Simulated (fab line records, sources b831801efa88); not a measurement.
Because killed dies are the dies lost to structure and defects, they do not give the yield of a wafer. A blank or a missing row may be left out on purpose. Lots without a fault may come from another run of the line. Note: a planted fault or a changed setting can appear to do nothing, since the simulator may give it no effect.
Problem report, 8D (eight disciplines) form, completed by code ; flow sky130 ; the parts of the form that need people (team, actions taken, sign-off) are left out

## 1. PROBLEM STATEMENT
strip_time_to_endpoint_s at SKY_VT_ADJUST_LVTN_STRIP_09 reads a mean of 35.53 s on 6 wafers of 2 lots; wafers without a fault read 36.97 s with a standard deviation of 0.11. Measured from the usual mean, that is -13 standard deviations.
The step: strips in O2/N2.
First seen on wafer L770.1, day 11 19:40, on plasma_asher-04. Wafers with a number at this step in the record: 39, from 13 lots. By rule, "out" or "out of limits" means more than 4 standard deviations away from the usual mean. The other wafers with a number count as sound.

## 2. WHAT IT IS; WHAT IT IS NOT
question;is;is not
which readings at this step;strip_time_to_endpoint_s;drypump_motor_current_A
which lots;L770, L773;L756, L757, L761, L762, L763, L765, L767, L771, L776, L777, L778
which wafers of those lots;all that have a number;-
read on which tools;plasma_asher-01, plasma_asher-04;plasma_asher-02
when;from day 11 19:40;"up to then (24 sound wafers); but 9 sound wafers of L776, L777, L778 came after"

## 3. THE SUSPECTS, EACH WITH WHAT RULES IT OUT
Counting: any tool at a process step up to the reading is kept as a suspect provided that every lot that is out went through it and no sound lot did after the first of them.
- litho_track-01 at SKY_VT_ADJUST_LVTN_COAT_02 (resist thk 3000 nm): kept. Every lot that is out went through it, starting with L770 (day 11 06:35), and after that it ran no sound lot; the last sound lot it ran before then is L763 (day 9 15:55).
After counting, what remains is litho_track-01 at SKY_VT_ADJUST_LVTN_COAT_02.

## 4. THE CAUSE (what the simulator had put in)
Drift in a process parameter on litho_track-01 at SKY_VT_ADJUST_LVTN_COAT_02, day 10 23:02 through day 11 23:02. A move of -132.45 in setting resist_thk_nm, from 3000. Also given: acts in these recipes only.
The count eliminated every tool but this one.

## 5. SEQUENCE OF EFFECTS, ordered by route
Each row: a reading whose mean over the struck wafers that have a number lies more than 3 standard deviations from the usual. Only readings for which the record gives a usual standard deviation are gone through. hours: the time from each lot's start at the first step in this table that gives one to its start at this step, as a median over the lots. sigmas: the change in usual standard deviations.
hours;step;reading;usual;on struck wafers;change;sigmas
0;SKY_VT_ADJUST_LVTN_STRIP_09;strip_time_to_endpoint_s;36.97 s;35.53;-1.44;-13
The process steps in it:
- SKY_VT_ADJUST_LVTN_STRIP_09: strips in O2/N2.
At these later measuring or inspecting steps, every struck wafer for which the step has a row has a number for every such reading, and none has moved that far: SKY_SONOS_TUNNEL_TW_MEAS_12.

## 6. WHAT WOULD HAVE CAUGHT IT SOONER
First out-of-limits reading in this record: day 11 19:40, which is 21 hours after fault onset at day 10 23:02.
No tool reading at SKY_VT_ADJUST_LVTN_COAT_02 that has a usual standard deviation in the record was out on any struck wafer, so an alarm limit of 4 standard deviations on those readings would not have fired.
By day 11 19:40 the whole set of lots that are out, 2 in number, had already begun SKY_VT_ADJUST_LVTN_COAT_02 on litho_track-01. A hold on the tool at that time would have spared none of them.
